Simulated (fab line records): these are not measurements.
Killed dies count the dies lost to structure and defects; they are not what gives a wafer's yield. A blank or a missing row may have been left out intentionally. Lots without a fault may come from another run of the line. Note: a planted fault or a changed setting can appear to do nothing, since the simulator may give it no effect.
8D (eight disciplines) problem report, filled in by code	flow gf180mcu	the parts of the form that need people (team, actions taken, sign-off) are left out

== 1. WHAT WENT WRONG ==
stripTimeToEndpointS at GF_M2_STRIP_17 reads a mean of 7.60 s on 6 wafers of 2 lots; wafers without a fault read 7.38 s with a standard deviation of 0.034. Relative to the usual mean, that is a shift of +6.6 standard deviations.
The step: strips in O2/N2.
The first sign was on wafer L642.2 at day 22 12:11, on plasmaAsher-02. At this step, 39 wafers from 13 lots have a number in the record. Rule for "out" (also "out of limits"): further than 4 standard deviations from the usual mean. The other wafers with a number count as sound.

== 2. WHAT IT IS AND WHAT IT IS NOT ==
question	is	is not
which readings at this step	stripTimeToEndpointS	drypumpMotorCurrentA, heaterPowerW
which lots	L642, L643	L638, L639, L641, L644, L651, L652, L653, L654, L655, L656, L657
which wafers of those lots	all that have a number	-
read on which tools	plasmaAsher-02	plasmaAsher-01, plasmaAsher-04
when	from day 22 12:11	up to then (9 sound wafers); but 24 sound wafers of L644, L651, L652, L653, L654, L655, L656, L657 came after

== 3. SUSPECTS, AND WHAT RULES EACH OUT ==
Counting: a tool at any process step up to the reading remains a suspect when it ran all the lots that are out and ran no sound lot after the first of those.
- lithoTrack-01 at GF_M2_COAT_09 (resist thk 1000 nm): ruled out as a lasting fault. Following L642 (day 22 00:06), the first lot on it that is out, the sound lots L655 were run on it.
- plasmaAsher-02 at GF_M2_STRIP_17 (strips in O2/N2): ruled out as a lasting fault. Following L642 (day 22 12:11), the first lot on it that is out, the sound lots L644, L652, L653, L655 were run on it.
Left after counting: nothing in the record.

== 4. THE CAUSE (what the simulator had put in) ==
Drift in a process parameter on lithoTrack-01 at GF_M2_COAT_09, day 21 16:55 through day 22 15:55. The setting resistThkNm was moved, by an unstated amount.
It was ruled out by counting, in error; the rule expects a fault to strike all lots run on its tool from its start on, and this fault did not.

== 5. SEQUENCE OF EFFECTS, ordered by route ==
Each row: a reading where the mean over the struck wafers with a number is more than 3 standard deviations away from the usual. Readings are gone through only where the record gives a usual standard deviation; hours: the median, over the lots, of the time from a lot's start at the first step in this table giving one to that lot's start at this step; sigmas: the change measured in usual standard deviations.
hours	step	reading	usual	on struck wafers	change	sigmas
0	GF_M2_STRIP_17	stripTimeToEndpointS	7.38 s	7.60	+0.22	+6.6
It contains these process steps:
- GF_M2_STRIP_17: strips in O2/N2.
Later steps that measure or inspect, where all struck wafers having a row at the step show a number for every such reading and not one has moved that far: GF_V2_THK_MEAS_03.

== 6. HOW IT WOULD HAVE BEEN CAUGHT EARLIER ==
In this record no reading fell out of limits until day 22 12:11, 19 hours after the fault had begun at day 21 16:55.
